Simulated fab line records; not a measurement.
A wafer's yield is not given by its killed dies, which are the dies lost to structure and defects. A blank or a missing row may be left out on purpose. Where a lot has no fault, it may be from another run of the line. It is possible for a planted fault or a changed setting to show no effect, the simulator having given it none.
fab line records    flow sky130
[record] lots = 7  wafers = 20  last-day = 50
route steps=708 shown SD_P@359 RES_XHIGH@360 SALICIDE@361 LI_CONTACT@362 PAD_OPEN@708
lots untouched by any fault: they come from a run of this same line in which no faults occurred
start-h: hours from the record's first day to the start of the lot's first wafer shown    wait-h: how many hours have passed since the lot's step before this one    " repeats the value in the row above    L1.1+2: one row covering several wafers at once    - no value, or no start given    * or withheld: withheld    < > ~ a bound
route shown NAME@n: a module of which the file shows steps, and the number in the route of the first    usual: mean/standard deviation of fault-free wafers    same: alike in all rows    chamber/n: place in a boat    sites: each site's reading    _std_site: how widely they spread, as a standard deviation    _edge_site: inner sites' mean taken away from outer sites' mean    radius-mm: for every site, how far away it sits from the centre of the wafer    mask NAME#n: copy n    behind: the tool/chamber that last shaped the wafer    hold: why the lot was held/for how many hours/how that ended    device: which transistor (n, p or np) failed to switch    end of line: the same wafers' tests at the end of the route    a step without rows: its recipe alone    killed: dies lost to structure and defects at the first sort, not the wafer's yield    map: a wafer's dies, x killed, . not, _ none there
set.NAME: the run value of the setting; set.NAME@STEP: its run value at that earlier step    model.NAME: the simulator's own value behind a step, which no gauge read
lots seen at some steps along the route; tables by step, rows by wafer
services: from which hour (start-h, from the record's first day; less than 0 if before it) a tool's chamber was out of use, for how many hours, and why
[[steps]]
[step SKY_SD_N_RS_MEAS_17]
[recipe] thk-meas-gauge = four-point-probe
[usual] SD_P_RS = 147.3/0.34
lot.wafer  tool           chamber  start-h  wait-h  hold                      SD_P_RS[ohm/sq]
L160.2     film-metro-01  -        658.78   0.1     -                         147.6
L160.5     "              -        "        "       -                         147.4
L160.6     "              -        "        "       -                         147.7
L161.1     film-metro-02  -        662.69   0.1     -                         147.1
L161.2     "              -        "        "       -                         147.1
L161.6     "              -        "        "       -                         147.0
L162.1     film-metro-02  -        669.34   1.5     await-dispo/1.4h/release  148.0
L162.3     "              -        "        "       await-dispo/1.4h/release  147.9
L164.2     film-metro-02  -        700.74   0.1     -                         147.1
L164.4     "              -        "        "       -                         147.5
L164.6     "              -        "        "       -                         147.3
L174.1     film-metro-01  -        785.88   0.1     -                         147.1
L174.2     "              -        "        "       -                         147.3
L174.4     "              -        "        "       -                         147.2
L180.1     film-metro-01  -        806.83   0.1     -                         146.8
L180.3     "              -        "        "       -                         147.1
L180.5     "              -        "        "       -                         147.3
L181.2     film-metro-01  -        824.20   0.1     -                         147.6
L181.5     "              -        "        "       -                         147.2
L181.6     "              -        "        "       -                         147.9
[step SKY_SD_N_RS_MEAS_18]
[recipe] thk-meas-gauge = four-point-probe
[usual] RES_XHIGH_RS = 333.9/1.3
lot.wafer  tool           chamber  start-h  wait-h  RES_XHIGH_RS[ohm/sq]
L160.2     film-metro-01  -        658.90   0.1     333.3
L160.5     "              -        "        "       333.2
L160.6     "              -        "        "       334.8
L161.1     film-metro-02  -        662.81   0.1     334.4
L161.2     "              -        "        "       332.7
L161.6     "              -        "        "       333.3
L162.1     film-metro-02  -        669.46   0.1     335.0
L162.3     "              -        "        "       333.1
L164.2     film-metro-02  -        700.86   0.1     335.5
L164.4     "              -        "        "       336.5
L164.6     "              -        "        "       335.9
L174.1     film-metro-01  -        786.00   0.1     333.4
L174.2     "              -        "        "       333.7
L174.4     "              -        "        "       334.0
L180.1     film-metro-01  -        806.95   0.1     332.5
L180.3     "              -        "        "       333.0
L180.5     "              -        "        "       331.7
L181.2     film-metro-01  -        824.32   0.1     333.5
L181.5     "              -        "        "       335.3
L181.6     "              -        "        "       334.2
[step SKY_SALICIDE_CLEAN_00]
[recipe] chemistry = HF-last  time-s = 30  dilution = 100:1  dry = ipa-marangoni
[step SKY_LI_CONTACT_HDPCVD_00]
[recipe] material = PSG  target-thk-nm = 930  sigma-open-frac = 0.3  time-s = 155  temp-c = 600  sih4-flow-sccm = 60  pressure-mtorr = 6
[step SKY_LI_CONTACT_THK_MEAS_01]
[recipe] reads = PSG_of_LI_CONTACT_HDPCVD_00
[usual] LI_CONTACT_HDPCVD_THK = 930/10
lot.wafer  tool           chamber  start-h  wait-h  LI_CONTACT_HDPCVD_THK[nm]
L160.2     film-metro-01  -        659.18   0.1     918
L160.5     "              -        "        "       929
L160.6     "              -        "        "       930
L161.1     film-metro-01  -        663.05   0.1     931
L161.2     "              -        "        "       929
L161.6     "              -        "        "       928
L162.1     film-metro-01  -        669.78   0.1     919
L162.3     "              -        "        "       913
L164.2     film-metro-01  -        701.09   0.1     935
L164.4     "              -        "        "       929
L164.6     "              -        "        "       941
L174.1     film-metro-01  -        786.24   0.1     940
L174.2     "              -        "        "       919
L174.4     "              -        "        "       930
L180.1     film-metro-02  -        807.19   0.1     914
L180.3     "              -        "        "       932
L180.5     "              -        "        "       930
L181.2     film-metro-01  -        824.63   0.1     938
L181.5     "              -        "        "       932
L181.6     "              -        "        "       931
[step SKY_LI_CONTACT_CMP_02]
[recipe] material = PSG  down-force-psi = 4  platen-rpm = 60  pad-velocity-m-s = 0.94248
[usual] motor-current-A = 12.2/1.3  time-to-endpoint-s = 30.9/2.6
lot.wafer  tool    chamber  start-h  wait-h  motor-current-A  time-to-endpoint-s
L160.2     cmp-01  3        659.53   0.3     11.3             30.9
L160.6     "       1        "        "       14.4             28.4
L160.5     "       2        "        "       11.3             32.2
L161.2     cmp-01  0        663.16   0.1     11.1             35.3
L161.1     "       2        "        "       11.2             33.5
L161.6     "       0        "        "       10.6             33.9
L162.1     cmp-02  2        669.89   0.1     14.2             32.9
L162.3     "       3        "        "       13.1             29.1
L164.4     cmp-01  1        701.14   0.0     14.3             28.5
L164.2     "       2        "        "       11.4             33.3
L164.6     "       2        "        "       11.1             32.7
L174.2     cmp-01  1        786.35   0.1     13.9             25.5
L174.1     "       2        "        "       10.8             29.7
L174.4     "       3        "        "       11.6             30.9
L180.3     cmp-02  0        807.25   0.0     10.7             31.4
L180.1     "       2        "        "       13.3             30.2
L180.5     "       0        "        "       10.7             32.0
L181.2     cmp-02  3        824.78   0.1     13.2             31.2
L181.6     "       1        "        "       11.0             29.6
L181.5     "       2        "        "       13.5             34.1
[step SKY_LI_CONTACT_BOW_MEAS_03]
[recipe] mode = bow
[usual] LI_CONTACT_BOW = 54/6.8
lot.wafer  tool           chamber  start-h  wait-h  LI_CONTACT_BOW[um]
L160.2     film-metro-02  -        659.75   0.2     51
L160.5     "              -        "        "       50
L160.6     "              -        "        "       62
L161.1     film-metro-02  -        663.41   0.1     53
L161.2     "              -        "        "       60
L161.6     "              -        "        "       48
L162.1     film-metro-02  -        670.14   0.2     63
L162.3     "              -        "        "       50
L164.2     film-metro-01  -        701.46   0.2     52
L164.4     "              -        "        "       46
L164.6     "              -        "        "       62
L174.1     film-metro-01  -        786.63   0.2     68
L174.2     "              -        "        "       59
L174.4     "              -        "        "       59
L180.1     film-metro-01  -        807.55   0.1     56
L180.3     "              -        "        "       55
L180.5     "              -        "        "       58
L181.2     film-metro-01  -        825.00   0.2     52
L181.5     "              -        "        "       64
L181.6     "              -        "        "       48
[step SKY_LI_CONTACT_DEHYDRATE_04]
[recipe] temp-c = 200  time-s = 60
[step SKY_LI_CONTACT_HMDS_05]
[recipe] prime-time-s = 60  prime-temp-c = 120
[step SKY_LI_CONTACT_COAT_06]
[recipe] resist = BARC  temp-c = withheld  time-s = withheld  spin-rpm = 3000  resist-thk-nm = 60
[step SKY_LI_CONTACT_COAT_07]
[recipe] resist = KrF-thick  spin-rpm = 3000  resist-thk-nm = 450
[step SKY_LI_CONTACT_SOFTBAKE_08]
[recipe] temp-c = 100  time-s = 90  resist = KrF-thick
[step SKY_LI_CONTACT_EXPOSE_09]
[recipe] mask-id = LICM1  na = 0.8  source-shape = annular  sigma-inner = 0.55  sigma-outer = 0.85  target-cd-nm = 170  dose-mj = 38
[same] sigma-outer = 0.85
lot.wafer   tool            chamber  start-h  wait-h  mask
L160.2+5+6  krf-scanner-02  0        674.17   -       LICM1#0
L161.1+2+6  krf-scanner-02  0        677.51   -       LICM1#0
L162.1+3    krf-scanner-02  0        681.92   -       LICM1#0
L164.2+4+6  krf-scanner-02  0        714.92   -       LICM1#0
L174.1+2+4  krf-scanner-02  0        799.33   -       LICM1#0
L180.1+3+5  krf-scanner-02  0        821.31   -       LICM1#0
L181.2+5+6  krf-scanner-01  0        838.55   -       LICM1#0
[step SKY_LI_CONTACT_PEB_10]
[recipe] peb-temp-c = withheld  peb-time-s = withheld  resist = KrF-thick
[step SKY_LI_CONTACT_DEVELOP_11]
[recipe] develop-time-s = 60  resist = KrF-thick  dev-temp-c = 21
[step SKY_LI_CONTACT_CD_MEAS_12]
[recipe] target-cd-nm = 170
[usual] cd-nm = 170.5/1.8
lot.wafer  tool       chamber  start-h  wait-h  hold                      cd-nm
L160.2     cd-sem-02  -        687.42   -       -                         170.5
L160.5     "          -        "        "       -                         171.6
L160.6     "          -        "        "       -                         171.0
L161.1     cd-sem-01  -        691.52   -       await-dispo/0.2h/release  157.5
L161.2     "          -        "        "       await-dispo/0.2h/release  173.0
L161.6     "          -        "        "       await-dispo/0.2h/release  175.1
L161.1     cd-sem-01  -        691.81   0.3     -                         157.3
L161.2     "          -        "        "       -                         173.0
L161.6     "          -        "        "       -                         174.7
L162.1     cd-sem-02  -        695.66   -       await-dispo/0.2h/release  156.8
L162.3     "          -        "        "       await-dispo/0.2h/release  173.0
L162.1     cd-sem-02  -        695.94   0.3     -                         156.8
L162.3     "          -        "        "       -                         172.9
L164.2     cd-sem-02  -        728.94   -       await-dispo/0.2h/release  172.2
L164.4     "          -        "        "       await-dispo/0.2h/release  157.8
L164.6     "          -        "        "       await-dispo/0.2h/release  170.5
L164.2     cd-sem-02  -        729.23   0.3     -                         171.9
L164.4     "          -        "        "       -                         157.4
L164.6     "          -        "        "       -                         170.6
L174.1     cd-sem-01  -        813.31   -       -                         168.3
L174.2     "          -        "        "       -                         168.1
L174.4     "          -        "        "       -                         170.5
L180.1     cd-sem-02  -        834.11   -       -                         167.8
L180.3     "          -        "        "       -                         168.1
L180.5     "          -        "        "       -                         170.5
L181.2     cd-sem-02  -        851.29   -       -                         170.2
L181.5     "          -        "        "       -                         169.9
L181.6     "          -        "        "       -                         171.4
[step SKY_LI_CONTACT_OVL_MEAS_13]
[usual] LI_CONTACT_OVL = -4/4.8
lot.wafer  tool        chamber  start-h  wait-h  hold                      LI_CONTACT_OVL[nm]
L160.2     overlay-01  -        687.53   0.1     -                         -2
L160.5     "           -        "        "       -                         -7
L160.6     "           -        "        "       -                         -14
L161.1     overlay-01  -        693.99   2.2     await-dispo/2.1h/release  3
L161.2     "           -        "        "       await-dispo/2.1h/release  0
L161.6     "           -        "        "       await-dispo/2.1h/release  -1
L162.1     overlay-02  -        698.49   2.5     await-dispo/2.4h/release  -7
L162.3     "           -        "        "       await-dispo/2.4h/release  -12
L164.2     overlay-01  -        731.13   1.9     await-dispo/1.8h/release  2
L164.4     "           -        "        "       await-dispo/1.8h/release  4
L164.6     "           -        "        "       await-dispo/1.8h/release  3
L174.1     overlay-02  -        813.43   0.1     -                         -2
L174.2     "           -        "        "       -                         -7
L174.4     "           -        "        "       -                         -4
L180.1     overlay-02  -        834.23   0.1     -                         -9
L180.3     "           -        "        "       -                         1
L180.5     "           -        "        "       -                         0
L181.2     overlay-02  -        851.40   0.1     -                         -5
L181.5     "           -        "        "       -                         -7
L181.6     "           -        "        "       -                         -3
[step SKY_LI_CONTACT_ETCH_14]
[recipe] chemistry = N2/H2  target = BARC  ion-energy-ev = 200  source-w = 500  bias-w = 100  pressure-mtorr = 30  n2-flow-sccm = 100  h2-flow-sccm = 200  stop-on = SiO2  time-s = 45.9  target-depth-a = 600
[usual] drypump-motor-current-A = 5.7/0.39  oes-product-au = 0.855/0.0049  rf-fwd-power-W = 494.9/1.9  throttle-valve-pct = 13.226/0.0084
lot.wafer  tool         chamber  start-h  wait-h  drypump-motor-current-A  oes-product-au  rf-fwd-power-W  rf-hours-counter-h  throttle-valve-pct  model.LI_CONTACT.cd-nm
L160.2     rie-diel-03  3        687.56   0.0     5.7                      0.857           495.7           12                  13.229              170.2
L160.5     "            0        "        "       6.5                      0.850           496.5           -                   13.216              171.8
L160.6     "            3        "        "       5.7                      0.863           494.1           -                   13.215              170.4
L161.1     rie-diel-01  1        694.02   0.0     5.8                      0.853           495.8           9                   13.238              157.5
L161.2     "            0        "        "       5.3                      0.850           494.3           4                   13.228              172.8
L161.6     "            2        "        "       6.2                      0.852           496.5           -                   13.232              175.2
L162.1     rie-diel-03  1        698.52   0.0     5.6                      0.855           494.9           12                  13.222              157
L162.3     "            3        "        "       5.7                      0.853           492.2           12                  13.212              172.7
L164.2     rie-diel-01  1        731.16   0.0     5.8                      0.864           494.7           10                  13.235              171.8
L164.4     "            3        "        "       6.0                      0.850           493.2           13                  13.240              157.7
L164.6     "            1        "        "       5.8                      0.857           493.9           -                   13.220              169.9
L174.1     rie-diel-01  2        813.46   0.0     6.2                      0.858           494.5           30                  13.231              168.6
L174.2     "            0        "        "       5.3                      0.858           495.9           7                   13.210              167.9
L174.4     "            3        "        "       5.9                      0.850           496.1           15                  13.216              170.1
L180.1     rie-diel-02  2        834.26   0.0     5.7                      0.859           495.3           7                   13.230              168.1
L180.3     "            3        "        "       5.9                      0.856           496.1           19                  13.214              168.4
L180.5     "            1        "        "       5.5                      0.851           495.5           -                   13.228              169.8
L181.2     rie-diel-01  1        851.43   0.0     5.8                      0.850           494.5           14                  13.224              170
L181.5     "            0        "        "       5.2                      0.855           494.2           -                   13.228              168.8
L181.6     "            1        "        "       5.8                      0.854           495.0           -                   13.226              170.9
[step SKY_LI_CONTACT_ETCH_15]
[recipe] target = PSG  chemistry = C4F8/O2/Ar  stop-on = Si  taper-deg = 4.15  mask-material = KrF-thick  source-w = 1500  bias-w = 1200  pressure-mtorr = 40  c4f8-flow-sccm = withheld  O2_flow_sccm = 6  Ar_flow_sccm = 300  time-s = withheld  target-depth-a = 6000
[usual] oes-product-au = 0.838/0.0045  rf-fwd-power-W = 1492/4.5
lot.wafer  tool         chamber  start-h  wait-h  oes-product-au  rf-fwd-power-W  model.LI_CONTACT.cd-nm
L160.2     rie-diel-03  3        687.60   0.0     0.837           1488            170.9
L160.5     "            0        "        "       0.840           1488            171.8
L160.6     "            3        "        "       0.837           1486            171.4
L161.1     rie-diel-01  1        694.06   0.0     0.846           1491            158
L161.2     "            0        "        "       0.840           1494            172.8
L161.6     "            2        "        "       0.843           1495            176
L162.1     rie-diel-03  1        698.57   0.0     0.838           1498            156.5
L162.3     "            3        "        "       0.838           1493            173.1
L164.2     rie-diel-01  1        731.20   0.0     0.831           1484            172.1
L164.4     "            3        "        "       0.837           1492            158.2
L164.6     "            1        "        "       0.838           1491            169.9
L174.1     rie-diel-01  2        813.50   0.0     0.840           1492            169.2
L174.2     "            0        "        "       0.846           1497            167.8
L174.4     "            3        "        "       0.835           1487            170.7
L180.1     rie-diel-02  2        834.31   0.0     0.842           1495            168.1
L180.3     "            3        "        "       0.840           1491            168
L180.5     "            1        "        "       0.829           1485            169.2
L181.2     rie-diel-01  1        851.47   0.0     0.843           1497            170.4
L181.5     "            0        "        "       0.839           1491            168.4
L181.6     "            1        "        "       0.841           1491            171.7
[step SKY_LI_CONTACT_STRIP_16]
[recipe] chemistry = O2/N2  power-w = 1400  pressure-mtorr = 1500  platen-temp-c = withheld  o2-flow-sccm = 3000  n2-flow-sccm = 300  overash-fraction = 0.5
[usual] drypump-motor-current-A = 5.7/0.49  oes-product-au = 0.375/0.0042  strip-time-to-endpoint-s = 3.51/0.03
[same] overash-fraction = 0.5
lot.wafer  tool             chamber  start-h  wait-h  drypump-motor-current-A  oes-product-au  rf-hours-counter-h  strip-time-to-endpoint-s
L160.2     plasma-asher-02  1        687.69   -       5.6                      0.373           87                  3.50
L160.5     "                0        "        "       4.9                      0.378           -                   3.51
L160.6     "                1        "        "       5.6                      0.379           -                   3.49
L161.1     plasma-asher-03  1        694.24   -       5.4                      0.377           101                 3.51
L161.2     "                0        "        "       6.4                      0.376           101                 3.53
L161.6     "                0        "        "       6.4                      0.370           -                   3.51
L162.1     plasma-asher-03  1        698.65   -       5.4                      0.371           101                 3.48
L162.3     "                0        "        "       6.4                      0.370           -                   3.47
L164.2     plasma-asher-04  0        731.29   -       5.6                      0.382           59                  3.56
L164.4     "                0        "        "       5.6                      0.378           -                   3.58
L164.6     "                0        "        "       5.6                      0.380           -                   3.57
L174.1     plasma-asher-02  0        813.59   -       4.9                      0.369           100                 3.51
L174.2     "                1        "        "       5.6                      0.380           100                 3.51
L174.4     "                0        "        "       4.9                      0.376           -                   3.53
L180.1     plasma-asher-03  1        834.39   -       5.4                      0.373           9                   3.54
L180.3     "                0        "        "       6.5                      0.376           -                   3.55
L180.5     "                0        "        "       6.5                      0.367           -                   3.47
L181.2     plasma-asher-04  0        851.56   -       5.6                      0.375           72                  3.55
L181.5     "                1        "        "       5.8                      0.372           -                   3.54
L181.6     "                0        "        "       5.6                      0.375           -                   3.52
[step SKY_PAD_OPEN_PROBE_99]
[usual] killed_at_M0_to_M3 = 42/7.1  killed_at_M4_up = 3.3/1.9  killed-at-contacts = 24/5  killed-at-front-end = 15/4.7  killed-at-other = 0.3/0.61  killed-dies = 86/9.6  killed-open = 47/7.5  killed-short = 38/6.6
[same] gross-dies = 492  killed-at-back-side = 0
lot.wafer  tool       chamber  start-h  wait-h  killed_at_M0_to_M3  killed_at_M4_up  killed-at-contacts  killed-at-front-end  killed-at-other  killed-dies  killed-open  killed-short  model.etest.licon-pdiff.rc-ohm  model.etest.pfet_01v8.r-on-ohm-um  model.etest.licon-high-po.rc-ohm  model.etest.licon-ndiff.rc-ohm  model.etest.sonos-uncharged.r-on-ohm-um  model.etest.licon-poly.rc-ohm  model.etest.licon-to-gate.bv-left-v  model.etest.licon-to-gate.bv-right-v
L160.2     prober-01  -        1084.18  0.1     46                  3                20                  22                   0                91           43           48            569                             2916                               348.4                             180                             823.6                                    152.5                          20.61                                27.24
L160.5     prober-01  -        1084.33  0.2     42                  4                23                  20                   0                89           54           35            588.5                           2936                               349.1                             172.9                           820.1                                    150.2                          20.55                                27.71
L160.6     prober-01  -        1084.38  0.2     44                  2                31                  20                   0                97           58           38            586                             2848                               358.1                             175.3                           803.5                                    151.9                          21.78                                27.68
L161.1     prober-02  -        1087.35  0.1     40                  3                27                  9                    0                79           47           32            665.3                           2998                               379.3                             195.6                           823.5                                    168.6                          28.51                                25.4
L161.2     prober-02  -        1087.40  0.1     38                  2                19                  10                   0                69           30           39            584.9                           2934                               328.6                             173.6                           817.1                                    142.1                          26.31                                23.22
L161.6     prober-02  -        1087.60  0.2     46                  3                34                  16                   0                99           56           43            548.5                           2933                               333.1                             177.8                           798.2                                    145.3                          24.99                                22.04
L162.1     prober-01  -        1088.83  0.1     45                  4                22                  18                   0                89           49           38            654.2                           3016                               410.9                             210.2                           821.8                                    163                            26.87                                28.81
L162.3     prober-01  -        1088.93  0.2     41                  3                22                  18                   1                85           56           28            569.6                           2944                               344.7                             173.8                           798.8                                    145.1                          23.98                                25.4
L164.2     prober-01  -        1115.09  0.1     50                  4                16                  8                    0                78           50           28            570.5                           2858                               348.3                             186.2                           824.4                                    146.8                          25.72                                22.61
L164.4     prober-01  -        1115.19  0.2     61                  2                19                  13                   1                96           56           40            666.1                           2929                               383.5                             208                             833.3                                    174.4                          28.93                                26.63
L164.6     prober-01  -        1115.29  0.2     41                  3                33                  10                   0                87           46           41            607.7                           2788                               351                               184.1                           810.9                                    153.6                          27.24                                23.95
L174.1     prober-02  -        1175.77  0.1     48                  2                22                  27                   0                99           60           39            603.8                           2896                               353.6                             180.8                           820.7                                    151.4                          25.11                                25.5
L174.2     prober-02  -        1175.82  0.1     35                  6                30                  11                   1                83           38           45            605.7                           2899                               372.2                             186.1                           816.5                                    158                            25.99                                26.19
L174.4     prober-02  -        1175.92  0.2     41                  4                18                  14                   0                77           35           42            582.1                           2810                               347.3                             187                             802                                      153.1                          25.01                                25.4
L180.1     prober-01  -        1187.08  0.1     35                  5                22                  11                   0                73           36           37            589.7                           2862                               332.9                             190.2                           805.7                                    153                            26.03                                26.63
L180.3     prober-01  -        1187.18  0.2     45                  7                20                  12                   0                84           44           40            621.6                           2902                               356.1                             191.2                           796                                      155.8                          26.83                                25.91
L180.5     prober-01  -        1187.28  0.2     28                  3                16                  13                   0                60           29           31            575.5                           2883                               332.2                             189.4                           803.9                                    159.1                          25.95                                25.68
L181.2     prober-02  -        1198.18  0.1     39                  3                27                  21                   3                93           51           39            594.9                           2805                               358.7                             185.7                           814.5                                    151.9                          23.38                                27.19
L181.5     prober-02  -        1198.33  0.2     43                  5                17                  20                   1                86           33           52            588.3                           2813                               373.9                             191                             811.5                                    158.7                          24.4                                 27.28
L181.6     prober-02  -        1198.38  0.2     40                  7                21                  26                   2                96           49           45            586.3                           2838                               349.1                             179.7                           799.3                                    151.9                          24.07                                27.37
// killed by level:class
L160.2 CONTACT:geometric-particle:open=9 VIA1:geometric-particle:short=9 VIA1:geometric-particle:open=9 FIELD_ISO:geometric-particle:short=8 POLY_GATE:geometric-particle:short=6 CONTACT:geometric-particle:short=6 METAL2:geometric-particle:short=6 VIA2:geometric-particle:open=6
L160.5 VIA2:geometric-particle:open=13 CONTACT:geometric-particle:open=11 VIA1:geometric-particle:open=8 POLY_GATE:geometric-particle:short=6 LI_CONTACT:geometric-particle:open=6 VIA2:geometric-particle:short=5 FIELD_ISO:geometric-particle:short=4 FIELD_ISO:geometric-particle:open=4
L160.6 CONTACT:geometric-particle:open=12 VIA2:geometric-particle:open=11 LI_CONTACT:geometric-particle:open=9 VIA3:geometric-particle:open=8 METAL1:geometric-particle:short=7 CONTACT:geometric-particle:short=6 VIA1:geometric-particle:open=6 FIELD_ISO:geometric-particle:short=5
L161.1 LI_CONTACT:geometric-particle:open=11 VIA2:geometric-particle:open=9 CONTACT:geometric-particle:open=8 METAL2:geometric-particle:short=7 CONTACT:geometric-particle:short=6 VIA1:geometric-particle:open=5 METAL1:geometric-particle:short=4 VIA2:geometric-particle:short=4
L161.2 METAL2:geometric-particle:short=7 CONTACT:geometric-particle:open=7 LI_CONTACT:geometric-particle:open=6 VIA1:geometric-particle:open=6 VIA1:geometric-particle:short=6 FIELD_ISO:geometric-particle:open=4 METAL1:geometric-particle:short=4 VIA3:geometric-particle:short=4
L161.6 CONTACT:geometric-particle:open=16 VIA1:geometric-particle:open=12 METAL2:geometric-particle:short=11 FIELD_ISO:geometric-particle:open=6 LI_CONTACT:geometric-particle:open=5 LOCAL_INTERCONNECT:geometric-particle:short=5 VIA2:geometric-particle:short=5 METAL1:geometric-particle:short=4
L162.1 CONTACT:geometric-particle:open=11 VIA3:geometric-particle:open=9 VIA1:geometric-particle:open=8 METAL2:geometric-particle:short=7 FIELD_ISO:geometric-particle:open=5 POLY_GATE:geometric-particle:open=4 CONTACT:geometric-particle:short=4 VIA2:geometric-particle:short=4
L162.3 CONTACT:geometric-particle:open=12 VIA3:geometric-particle:open=11 VIA1:geometric-particle:open=8 VIA2:geometric-particle:open=6 METAL2:geometric-particle:short=6 POLY_GATE:geometric-particle:open=5 LI_CONTACT:geometric-particle:open=4 POLY_GATE:geometric-particle:short=3
L164.2 VIA2:geometric-particle:open=10 VIA1:geometric-particle:open=10 CONTACT:geometric-particle:open=8 VIA3:geometric-particle:open=8 VIA2:geometric-particle:short=5 METAL1:geometric-particle:short=4 METAL3:geometric-particle:short=4 LI_CONTACT:geometric-particle:open=3
L164.4 VIA1:geometric-particle:open=15 VIA2:geometric-particle:open=10 CONTACT:geometric-particle:open=9 VIA3:geometric-particle:open=9 METAL2:geometric-particle:short=6 METAL1:geometric-particle:short=5 VIA1:geometric-particle:short=5 LOCAL_INTERCONNECT:geometric-particle:short=4
L164.6 CONTACT:geometric-particle:open=14 VIA1:geometric-particle:open=9 VIA2:geometric-particle:open=7 METAL3:geometric-particle:short=7 LI_CONTACT:geometric-particle:open=6 CONTACT:geometric-particle:short=6 LOCAL_INTERCONNECT:geometric-particle:short=4 METAL1:geometric-particle:open=4
L174.1 VIA1:geometric-particle:open=13 CONTACT:geometric-particle:open=11 LI_CONTACT:geometric-particle:open=7 VIA2:geometric-particle:open=7 POLY_GATE:geometric-particle:short=6 VIA3:geometric-particle:open=6 FIELD_ISO:geometric-particle:open=5 FIELD_ISO:geometric-particle:short=4
L174.2 LI_CONTACT:geometric-particle:open=8 CONTACT:geometric-particle:open=7 CONTACT:geometric-particle:short=7 VIA1:geometric-particle:open=6 METAL2:geometric-particle:short=6 LOCAL_INTERCONNECT:geometric-particle:short=5 VIA3:geometric-particle:open=5 VIA2:geometric-particle:open=4
L174.4 METAL2:geometric-particle:short=8 CONTACT:geometric-particle:open=6 POLY_GATE:geometric-particle:open=5 CONTACT:geometric-particle:short=5 VIA1:geometric-particle:open=5 METAL1:geometric-particle:short=5 VIA3:geometric-particle:open=5 FIELD_ISO:geometric-particle:open=4
L180.1 CONTACT:geometric-particle:open=11 METAL1:geometric-particle:short=8 LI_CONTACT:geometric-particle:open=6 VIA1:geometric-particle:open=6 VIA1:geometric-particle:short=5 METAL4:geometric-particle:short=5 METAL2:geometric-particle:short=5 VIA2:geometric-particle:open=4
L180.3 VIA1:geometric-particle:open=10 METAL4:geometric-particle:short=6 LI_CONTACT:geometric-particle:open=6 CONTACT:geometric-particle:open=5 VIA1:geometric-particle:short=5 METAL2:geometric-particle:short=5 VIA2:geometric-particle:short=5 VIA2:geometric-particle:open=5
L180.5 LI_CONTACT:geometric-particle:open=7 CONTACT:geometric-particle:open=6 VIA3:geometric-particle:open=5 POLY_GATE:geometric-particle:short=4 VIA1:geometric-particle:open=4 METAL2:geometric-particle:short=4 METAL3:geometric-particle:short=4 POLY_GATE:geometric-particle:open=3
L181.2 CONTACT:geometric-particle:open=10 LI_CONTACT:geometric-particle:open=7 VIA2:geometric-particle:open=7 VIA3:geometric-particle:open=7 POLY_GATE:geometric-particle:short=6 METAL2:geometric-particle:short=6 FIELD_ISO:geometric-particle:open=5 POLY_GATE:geometric-particle:open=5
L181.5 VIA1:geometric-particle:short=8 FIELD_ISO:geometric-particle:short=7 METAL1:geometric-particle:short=7 VIA2:geometric-particle:open=7 POLY_GATE:geometric-particle:short=6 POLY_GATE:geometric-particle:open=6 CONTACT:geometric-particle:short=5 VIA3:geometric-particle:open=5
L181.6 LI_CONTACT:geometric-particle:open=9 POLY_GATE:geometric-particle:short=8 POLY_GATE:geometric-particle:open=8 VIA2:geometric-particle:open=8 VIA1:geometric-particle:open=7 FIELD_ISO:geometric-particle:short=5 METAL1:geometric-particle:short=5 METAL2:geometric-particle:short=5
[[services]]
tool             chamber  start-h  hours  kind
cmp-02           -        635.63   7.8    repair
krf-scanner-02   -        643.44   1.0    pm
rie-diel-01      -        651.72   25.0   repair
cmp-02           -        654.66   5.9    pm
rie-diel-01      3        674.56   1.4    repair
krf-scanner-02   -        709.85   0.8    pm
rie-diel-01      -        725.40   2.8    pm
krf-scanner-02   -        728.37   1.3    pm
plasma-asher-03  -        733.75   9.0    pm
cmp-01           -        744.11   4.0    pm
cmp-01           -        748.11   4.8    pm
cmp-02           -        754.37   5.1    repair
rie-diel-03      -        756.24   4.3    pm
rie-diel-03      1        771.71   8.4    repair
cmp-02           -        780.18   1.8    repair
rie-diel-01      1        783.15   8.6    repair
krf-scanner-02   -        792.30   0.2    repair
rie-diel-03      -        793.74   2.8    pm
rie-diel-03      2        803.69   2.5    repair
krf-scanner-02   -        803.82   1.6    repair
plasma-asher-03  -        807.92   1.5    repair
krf-scanner-02   -        812.45   1.0    pm
krf-scanner-02   -        832.29   12.9   repair
plasma-asher-03  -        849.57   1.6    repair
[[key]]
[first-sign] step = SKY_LI_CONTACT_CD_MEAS_12  reading = visit  direction = added
[effect] step = SKY_LI_CONTACT_CD_MEAS_12  reading = cd-nm  direction = down  sigmas = 7.3  usual = 170.5  struck = 157.4
[model-effect] step = SKY_LI_CONTACT_ETCH_14  value = LI_CONTACT.cd-nm  without = 173.3  struck = 157.4
[model-effect] step = SKY_LI_CONTACT_ETCH_15  value = LI_CONTACT.cd-nm  without = 173.4  struck = 157.5
[model-effect] step = SKY_PAD_OPEN_PROBE_99  value = etest.licon-pdiff.rc-ohm  without = 569.2  struck = 661.8
met-at SKY_LI_CONTACT_EXPOSE_09
struck-wafers L161.1,L162.1,L164.4
tester-left-out L161,L162,L164
onset-between 674.17 677.51
[fault] kind = process-parameter-drift  tool = krf-scanner-02  chamber = -  onset-h = 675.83  steps = SKY_LI_CONTACT_EXPOSE_09  channel = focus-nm  offset = 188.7  shape = step  end-h = 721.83  scope = struck-wafers-only
// tester-left-out: of these lots the tester's yield and bins aren't shown, on N5 and GAA mostly nor the transistor test; their killed dies are dies lost to structure and defects alone, not to doping, threshold or leakage, so they don't give the yield
